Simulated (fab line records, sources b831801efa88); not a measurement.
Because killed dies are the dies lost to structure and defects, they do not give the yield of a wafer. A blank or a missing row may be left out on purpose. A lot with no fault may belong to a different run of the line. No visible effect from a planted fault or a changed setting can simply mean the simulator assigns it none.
Struck lot and sound lot, side by side	flow sky130	21 steps out of a route of 708
Sound: the wafers L501.4, L501.5, L501.6. Struck: wafer L515.2. (L515.5 of the same lot was not struck and is left out.) The cause comes at the end.
Order at every step that has rows: each side's tool, ch and its chambers, its first start. Under that, the readings that differ: sound wafers	struck wafers	difference of the means	sigmas: that difference in standard deviations of wafers without a fault.
alike: readings with means less than 2 such deviations apart, plus words and numbers identical on both sides. not compared: withheld readings, readings lacking a value on some wafer, bounds such as >300 that could conceal the same value, and numbers that have no deviation in the record and whose values overlap.
A row with sigmas, a row that says differs or no value, or rows on one side alone: a step with any of these is where the two part. Numbers that have no deviation but don't overlap get no sigmas and don't part them. A reading that every wafer of one side lacks parts them only if that side has two wafers or more.

first, 5 steps without rows for these wafers: SKY_VT_ADJUST_HVTR_COAT_02 (resist thk 1140 nm); SKY_VT_ADJUST_HVTR_SOFTBAKE_03 (time 60 s); SKY_VT_ADJUST_HVTR_EXPOSE_04 (exposes mask HVTRM, target cd 380 nm); SKY_VT_ADJUST_HVTR_PEB_05; SKY_VT_ADJUST_HVTR_DEVELOP_06 (develop time 60 s).
SKY_VT_ADJUST_HVTR_CD_MEAS_07: the cd target is 380 nm.
  sound on cd sem-01, day 9 08:52; struck on cd sem-02, day 13 23:05
  alike: cd nm
SKY_VT_ADJUST_HVTR_OVL_MEAS_08:
  sound on overlay-02, day 9 08:57; struck on overlay-01, day 13 23:11
reading	sound	struck	difference	sigmas
VT_ADJUST_HVTR_OVL (nm)	0.2 -0.2 -0.2	-2.7	-2.6	-2
next, for these wafers, 1 step has no rows: SKY_VT_ADJUST_HVTR_IMPLANT_09.
SKY_VT_ADJUST_HVTR_STRIP_10: strips in O2/N2.
  sound on plasma asher-03 ch 0,1, day 9 09:09; struck on plasma asher-02 ch 1, day 13 23:22
reading	sound	struck	difference	sigmas
rf hours counter h (h)	- - -	61	no value on the sound wafers	
  alike: drypump motor current A, oes product au, strip time to endpoint s
SKY_VT_ADJUST_HVTR_TW_MEAS_11:
  sound on film metro-04, day 9 09:15; struck on film metro-01, day 13 23:28
reading	sound	struck	difference	sigmas
VT_ADJUST_HVTR_TW	208.9 210.9 210.2	214.0	+4.0	+2
then, 2 steps without rows for these wafers: SKY_VT_ADJUST_PCH_DEHYDRATE_00 (time 60 s); SKY_VT_ADJUST_PCH_HMDS_01 (prime time 60 s).
SKY_VT_ADJUST_PCH_COAT_02: resist thk 3000 nm.
  sound on litho track-02 ch 0, day 9 20:29; struck on litho track-01 ch 0, day 14 12:02
reading	sound	struck	difference	sigmas
resist line temp C (C)	23.12 23.33 23.15	22.94	-0.26	-2
model.coat_of_VT_ADJUST_PCH_COAT_02.thk nm (nm)	3006 2999 3003	2815	-188	
then, 3 steps without rows for these wafers: SKY_VT_ADJUST_PCH_SOFTBAKE_03; SKY_VT_ADJUST_PCH_EXPOSE_04 (exposes mask NWM, target cd 840 nm); SKY_VT_ADJUST_PCH_PEB_05.
SKY_VT_ADJUST_PCH_DEVELOP_06: develop time 60 s.
  sound: litho track-03 ch 0; struck: litho track-01 ch 0
reading	sound	struck	difference	sigmas
resist line temp C (C)	22.95 23.02 22.92	23.23	+0.27	+2
model.coat_of_VT_ADJUST_PCH_COAT_02.thk nm (nm)	3001 2994 2999	2811	-187	
  alike: developer temp C
SKY_VT_ADJUST_PCH_OVL_MEAS_07:
  sound on overlay-01, day 10 07:53; struck on overlay-01, day 15 01:22
  alike: VT_ADJUST_PCH_OVL
next, for these wafers, 1 step has no rows: SKY_VT_ADJUST_PCH_IMPLANT_08.
SKY_VT_ADJUST_PCH_STRIP_09: strips in O2/N2.
  sound on plasma asher-04 ch 0,1, day 10 08:05; struck on plasma asher-04 ch 0, day 15 01:39
reading	sound	struck	difference	sigmas
rf hours counter h (h)	- - -	51	no value on the sound wafers	
strip time to endpoint s (s)	36.98 36.89 36.95	34.81	-2.13	-22
  alike: drypump motor current A, oes product au
SKY_VT_ADJUST_PCH_TW_MEAS_10:
  sound on film metro-03, day 10 08:11; struck on film metro-01, day 15 01:46
  alike: VT_ADJUST_PCH_TW

## WHERE THEY PART
Earliest at SKY_VT_ADJUST_HVTR_OVL_MEAS_08; latest, in this record, at SKY_VT_ADJUST_PCH_STRIP_09. Later steps at which nothing parts them and some readings are alike: SKY_VT_ADJUST_PCH_TW_MEAS_10.

WHY: the cause the simulator had injected
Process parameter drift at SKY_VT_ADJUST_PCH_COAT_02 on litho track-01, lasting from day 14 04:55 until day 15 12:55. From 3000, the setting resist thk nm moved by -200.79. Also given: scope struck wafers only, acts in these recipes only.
